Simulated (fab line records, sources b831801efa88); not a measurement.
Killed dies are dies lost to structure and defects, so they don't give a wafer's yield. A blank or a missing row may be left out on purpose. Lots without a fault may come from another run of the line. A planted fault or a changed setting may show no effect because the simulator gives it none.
Which tool did it? | flow sky130 | 11 lots, 33 wafers sampled, at 5 steps of a route of 708

WHAT THE GAUGES READ, wafer by wafer
SKY_VIA2_RS_MEAS_22: measures by four-point-probe.
lot  | measured     | on            | VIA2_W_RS (ohm/sq)
L758 | day 35 21:16 | film_metro-04 | 0.2677 0.2752 0.2717
L760 | day 36 11:16 | film_metro-02 | 0.2724 0.2742 0.2722
L763 | day 37 20:31 | film_metro-03 | 0.2721 0.2724 0.2705
L764 | day 38 03:46 | film_metro-02 | 0.2719 0.2721 0.2715
L765 | day 38 05:05 | film_metro-04 | 0.2722 0.2741 0.2714
L766 | day 38 17:37 | film_metro-03 | 0.2711 0.2694 0.2685
L767 | day 38 21:46 | film_metro-04 | 0.2702 0.2711 0.2677
L768 | day 39 11:52 | film_metro-03 | 0.2709 0.2738 0.2732
L773 | day 40 18:25 | film_metro-04 | 0.2683 0.2717 0.2680
L778 | day 43 14:55 | film_metro-03 | 0.2944 0.2960 0.2988
L780 | day 43 15:15 | film_metro-02 | 0.2952 0.2933 0.2943

SKY_VIA2_THK_MEAS_23: measures by xrf.
lot  | measured     | on            | VIA2_W_THK (nm)
L758 | day 35 21:23 | film_metro-04 | 439 427 427
L760 | day 36 11:23 | film_metro-02 | 431 430 434
L763 | day 37 20:38 | film_metro-03 | 438 435 439
L764 | day 38 03:53 | film_metro-02 | 426 424 426
L765 | day 38 05:11 | film_metro-04 | 429 422 425
L766 | day 38 17:44 | film_metro-03 | 439 441 446
L767 | day 38 21:53 | film_metro-04 | 429 430 434
L768 | day 39 11:59 | film_metro-03 | 444 434 437
L773 | day 40 18:32 | film_metro-04 | 424 421 425
L778 | day 43 15:02 | film_metro-03 | 403 401 396
L780 | day 43 15:22 | film_metro-02 | 397 398 399

WHICH TOOL RAN EACH LOT (tool, then ch and the chambers of the sampled wafers, then the start)
lot  | SKY_VIA1_CMP_24               | SKY_METAL2_SPUTTER_02        | SKY_VIA2_CVD_21
L758 | cmp-01 ch 1,3, day 33 13:01   | pvd_sputter-04, day 33 13:19 | cvd_w-01 ch 0,1, day 35 21:08
L760 | cmp-02 ch 2,3, day 34 04:33   | pvd_sputter-01, day 34 04:54 | cvd_w-02 ch 0,1, day 36 11:07
L763 | cmp-01 ch 0,1,3, day 35 13:31 | pvd_sputter-01, day 35 13:52 | cvd_w-01 ch 0,1, day 37 20:23
L764 | cmp-01 ch 0,1,3, day 35 20:46 | pvd_sputter-02, day 35 21:04 | cvd_w-02 ch 0,1, day 38 03:38
L765 | cmp-01 ch 1,2, day 35 22:27   | pvd_sputter-02, day 35 22:48 | cvd_w-01 ch 0,1, day 38 04:56
L766 | cmp-01 ch 0,1,2, day 36 11:58 | pvd_sputter-01, day 36 12:19 | cvd_w-02 ch 0,1, day 38 17:29
L767 | cmp-02 ch 0,2,3, day 36 15:37 | pvd_sputter-01, day 36 15:52 | cvd_w-02 ch 0,1, day 38 21:38
L768 | cmp-02 ch 0,1,2, day 37 06:13 | pvd_sputter-02, day 37 06:34 | cvd_w-01 ch 0,1, day 39 11:44
L773 | cmp-02 ch 1,2,3, day 38 12:42 | pvd_sputter-04, day 38 13:02 | cvd_w-02 ch 0,1, day 40 18:17
L778 | cmp-02 ch 0,1,3, day 41 12:25 | pvd_sputter-01, day 41 12:46 | cvd_w-01 ch 0, day 43 14:41
L780 | cmp-01 ch 0,1, day 41 13:11   | pvd_sputter-02, day 41 13:29 | cvd_w-01 ch 0, day 43 14:59
- SKY_VIA1_CMP_24: polishes, stops on SiO2, t overpolish 15 s, target thk 0 nm.
- SKY_METAL2_SPUTTER_02: material AlCu, target thk 250 nm, time 13.3 s.
- SKY_VIA2_CVD_21: deposits W, target thk 420 nm, time 126.4 s.

WHAT THE TOOLS THEMSELVES READ (means of the sampled wafers that have a number; where no wafer has one, the mark that the record gives instead)
SKY_VIA1_CMP_24.
lot  | tool   | motor_current_A (A) | overpolish_run_s (s) | platen_rpm (rpm) | retaining_ring_pressure_frac | time_to_endpoint_s (s)
L758 | cmp-01 | 11.1                | 15.006               | 59.98            | 0.999                        | 69
L760 | cmp-02 | 12.3                | 15.001               | 60.02            | 1.001                        | 67
L763 | cmp-01 | 12.0                | 15.002               | 59.98            | 1.005                        | 63
L764 | cmp-01 | 12.2                | 14.993               | 59.98            | 0.998                        | 66
L765 | cmp-01 | 11.0                | 14.989               | 59.99            | 1.001                        | 66
L766 | cmp-01 | 11.8                | 14.996               | 60.04            | 0.995                        | 62
L767 | cmp-02 | 11.9                | 14.996               | 60.02            | 1.001                        | 64
L768 | cmp-02 | 10.8                | 15.006               | 59.97            | 0.997                        | 66
L773 | cmp-02 | 11.5                | 14.999               | 59.98            | 0.997                        | 65
L778 | cmp-02 | 10.6                | 15.001               | 60.03            | 1.001                        | 67
L780 | cmp-01 | 12.3                | 15.003               | 59.91            | 0.994                        | 62

SKY_METAL2_SPUTTER_02.
lot  | tool           | throttle_valve_pct (%)
L758 | pvd_sputter-04 | 29.8
L760 | pvd_sputter-01 | 30.7
L763 | pvd_sputter-01 | 31.0
L764 | pvd_sputter-02 | 29.8
L765 | pvd_sputter-02 | 30.4
L766 | pvd_sputter-01 | 30.7
L767 | pvd_sputter-01 | 30.9
L768 | pvd_sputter-02 | 30.8
L773 | pvd_sputter-04 | 30.6
L778 | pvd_sputter-01 | 30.8
L780 | pvd_sputter-02 | 28.7

SKY_VIA2_CVD_21.
lot  | tool     | chamber_pressure_Torr (Torr) | heater_power_w (W)
L758 | cvd_w-01 | 40.07                        | 919
L760 | cvd_w-02 | 40.01                        | 747
L763 | cvd_w-01 | 39.92                        | 958
L764 | cvd_w-02 | 40.00                        | 750
L765 | cvd_w-01 | 39.96                        | 960
L766 | cvd_w-02 | 39.99                        | 728
L767 | cvd_w-02 | 39.99                        | 724
L768 | cvd_w-01 | 39.92                        | 879
L773 | cvd_w-02 | 40.01                        | 733
L778 | cvd_w-01 | 34.69                        | 876
L780 | cvd_w-01 | 34.65                        | 878

THE ANSWER, worked out from the rows above alone
Rule: what is usual is taken from the lots themselves. Put in order of their means at a reading, lots are off if they are a third of the lots or fewer, leave a main group of 4 or more, and stand apart from it by a gap of 3 or more times the standard deviation of the main group's means; of several such gaps the widest counts. A main group whose means are all the same, to the digits that the tables above print for the reading, isn't used. A lot without any number at a reading at which 4 lots or more have one is off too. The other lots that the step has rows for count as sound. The gauges are gone through in route order, then the tools' own readings, and for those a lot's mean is taken as printed above. The first step at which some lot is off is used, and at that step the reading that is off furthest; a lot without a number counts as furthest.
Off: L778, L780, at SKY_VIA2_RS_MEAS_22 (VIA2_W_RS). The main group: mean 0.2713 ohm/sq, standard deviation 0.0013.
A tool fits if, at a process step before that reading, it ran every lot that is off, and no sound lot after the first of them. The gauges at SKY_VIA2_RS_MEAS_22 aren't tried: what is off there is off at SKY_VIA2_CVD_21 too, on other tools, and a gauge's error can't cause that. One fits: cvd_w-01 at SKY_VIA2_CVD_21. Its last sound lot is L768 (day 39 11:44), its first lot that is off L778 (day 43 14:41): a fault that began between those two fits.
The tool's own readings at SKY_VIA2_CVD_21 bear it out: on the lots that are off they differ by more than 5 times the standard deviation of the sound lots' means. chamber_pressure_Torr reads 34.67 Torr there against 39.99 Torr on the sound lots.

WHAT THE SIMULATOR HAD PUT IN
Process parameter drift: cvd_w-01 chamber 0, from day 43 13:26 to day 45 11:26, at SKY_VIA2_CVD_21. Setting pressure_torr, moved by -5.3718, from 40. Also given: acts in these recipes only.
Lots struck among those shown: L778, L780. The rule above found the same.
